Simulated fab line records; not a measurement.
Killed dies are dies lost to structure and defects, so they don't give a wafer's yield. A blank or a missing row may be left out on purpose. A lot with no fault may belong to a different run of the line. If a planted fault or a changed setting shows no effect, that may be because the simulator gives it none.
Chamber matching	flow sky130	SKY_VIA4_ETCH_12 on rie diel-03 has 4 sister chambers
The step etches SiO2 in C4F8/O2/Ar, stops on TiN, target depth 580 nm. 8 wafers are shown with their chamber, then 8 later ones without.

== WAFERS PAIRED WITH THEIR CHAMBERS ==
wafer	chamber	bias w (W)	oes product au (a.u.)
L344.2	3	1197	0.921
L346.2	3	1198	0.928
L346.5	1	1196	0.923
L352.5	2	1205	0.924
L354.1	2	1197	0.926
L354.3	1	1197	0.932
L354.5	0	1197	0.928
L356.1	0	1199	0.926

== WAFERS MISSING THEIR CHAMBER ==
wafer	bias w (W)	oes product au (a.u.)
L356.3	1198	0.927
L356.5	1200	0.930
L365.1	1201	0.927
L365.3	1199	0.916
L365.5	1201	0.917
L367.2	1200	0.918
L367.3	1204	0.929
L367.4	1201	0.928

== WHICH CHAMBER EACH WENT THROUGH ==
wafer	from the rows above	in truth
L356.3	can't be placed: 0 or 1 or 3 or 2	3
L356.5	can't be placed: 0 or 2 or 1 or 3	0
L365.1	can't be placed: 2 or 0 or 3 or 1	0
L365.3	can't be placed: 3 or 2 or 0 or 1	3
L365.5	can't be placed: 2 or 3 or 0 or 1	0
L367.2	can't be placed: 2 or 3 or 0 or 1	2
L367.3	can't be placed: 2 or 0 or 3 or 1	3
L367.4	can't be placed: 2 or 0 or 3 or 1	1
Correct placement for 0 of the 8. Can't be placed from these rows: 8 (the true chamber is among the candidates in 8). Wrongly placed: 0.
How it was worked out, from the rows above alone: a wafer's distance from a chamber is the root of the sum, over the readings, of the square of ((its reading less the chamber's mean) divided by the reading's scatter). The wafer belongs to the nearest chamber; if the next one is less than 2 further off, it can't be placed. For every chamber, the mean is computed from those of its wafers that are shown. The scatter is the square root of a quotient: the sum, over the shown wafers, of each reading's squared deviation from its chamber's mean, divided by wafers minus chambers.
